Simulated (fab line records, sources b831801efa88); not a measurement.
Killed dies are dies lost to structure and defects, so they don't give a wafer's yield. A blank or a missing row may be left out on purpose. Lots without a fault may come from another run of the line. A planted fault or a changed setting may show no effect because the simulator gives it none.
A struck lot beside a sound one | flow sky130 | 32 steps out of a route of 708
Sound: wafers L298.3, L298.4, L298.5. Struck: wafers L307.1, L307.5, L307.6. The cause comes at the end.
At each step with rows: each side's tool, then ch and its chambers, then its first start. Under that, the readings that differ: sound wafers | struck wafers | difference of the means | sigmas: that difference in standard deviations of wafers without a fault.
alike: readings whose means differ by less than 2 such deviations, and words and numbers that are the same on both sides. not compared: withheld readings, readings that some wafer has no value for, bounds like >300 that may hide the same value, and numbers for which the record gives no deviation and whose values overlap.
The two part at a step that has a row with sigmas, a row that says differs or no value, or rows on one side only. Numbers that don't overlap but have no deviation are shown without sigmas and don't part them. A reading that every wafer of one side lacks parts them only if that side has two wafers or more.

first, 8 steps without rows for these wafers: SKY_LI_CONTACT_ETCH_14 (etches BARC in N2/H2, stops on SiO2, time 45.9 s, target depth 60 nm); SKY_LI_CONTACT_ETCH_15 (etches PSG in C4F8/O2/Ar, stops on Si, target depth 600 nm); SKY_LI_CONTACT_STRIP_16 (strips in O2/N2); SKY_LI_CONTACT_CLEAN_17 (cleans in NMP, time 600 s); SKY_LI_CONTACT_PRE_CLEAN_18 (time 5.6 s); SKY_LI_CONTACT_SPUTTER_19 (material Ti, target thk 20 nm, time 106.37 s); SKY_LI_CONTACT_SPUTTER_20 (material TiN, target thk 20 nm, time 80 s); SKY_LI_CONTACT_CVD_21 (deposits W, target thk 400 nm, time 120.56 s).
SKY_LI_CONTACT_CMP_24: polishes, stops on PSG, t overpolish 20 s, target thk 0 nm.
  sound on cmp-02 ch 0,1,3, day 30 19:14; struck on cmp-02 ch 0,1,3, day 33 14:53
  alike: head_pressure_psi, motor_current_A, overpolish_run_s, slurry_filter_dp_kPa, slurry_flow_ml_min, time_to_endpoint_s
then, 22 steps without rows for these wafers: SKY_LOCAL_INTERCONNECT_SPUTTER_00 (material TiN, target thk 100 nm, time 83.3 s); SKY_LOCAL_INTERCONNECT_DEHYDRATE_03 (time 60 s); SKY_LOCAL_INTERCONNECT_HMDS_04 (prime time 60 s); SKY_LOCAL_INTERCONNECT_COAT_05 (resist thk 60 nm); SKY_LOCAL_INTERCONNECT_COAT_06 (resist thk 450 nm); SKY_LOCAL_INTERCONNECT_SOFTBAKE_07 (time 90 s); SKY_LOCAL_INTERCONNECT_EXPOSE_08 (exposes mask LI1M, target cd 170 nm); SKY_LOCAL_INTERCONNECT_PEB_09; SKY_LOCAL_INTERCONNECT_DEVELOP_10 (develop time 60 s); SKY_LOCAL_INTERCONNECT_ETCH_13 (etches BARC in N2/H2, stops on SiO2, time 45.9 s, target depth 60 nm); SKY_LOCAL_INTERCONNECT_METAL_ETCH_14 (etches TiN in Cl2/BCl3, stops on PSG, target depth 110 nm, time 31.4 s); SKY_LOCAL_INTERCONNECT_STRIP_15 (strips in O2/N2); SKY_LOCAL_INTERCONNECT_STRIP_16 (strips in post etch residue remover, time 1200 s); SKY_LOCAL_INTERCONNECT_CLEAN_17 (cleans in IPA, time 180 s); SKY_LOCAL_INTERCONNECT_CLEAN_18 (cleans in O3/DIW); SKY_CONTACT_CVD_00 (deposits Si3N4, target thk 75 nm); SKY_CONTACT_HDPCVD_02 (deposits SiO2, target thk 565 nm, time 94.2 s); SKY_CONTACT_CMP_04 (polishes SiO2); SKY_CONTACT_DEHYDRATE_06 (time 60 s); SKY_CONTACT_HMDS_07 (prime time 60 s); SKY_CONTACT_COAT_08 (resist thk 60 nm); SKY_CONTACT_COAT_09 (resist thk 450 nm).
-- the record jumps here: 16 days lie between the struck wafers' starts before and after (it left off in module CONTACT and takes up again in module PAD_OPEN, whose first step shown is number 708 of the route) --
SKY_PAD_OPEN_PROBE_99:
  sound on prober-02, day 47 03:29; struck on prober-01, day 49 04:55
  reading            | sound     | struck      | difference | sigmas
  killed_at_M0_to_M3 | 48 58 52  | 39 36 26    | -19        | -3
  killed_at_contacts | 28 30 20  | 195 196 188 | +167       | +32
  killed_dies        | 90 102 85 | 246 245 229 | +148       | +17
  killed_on_rim      | 21 22 16  | 53 50 45    | +30        | +8
  killed_open        | 56 60 49  | 44 38 30    | -18        | -2
  alike: killed_at_M4_up, killed_at_front_end, killed_at_other, killed_short

WHERE THEY PART
Only at SKY_PAD_OPEN_PROBE_99, within this record.

WHY: what the simulator had put in
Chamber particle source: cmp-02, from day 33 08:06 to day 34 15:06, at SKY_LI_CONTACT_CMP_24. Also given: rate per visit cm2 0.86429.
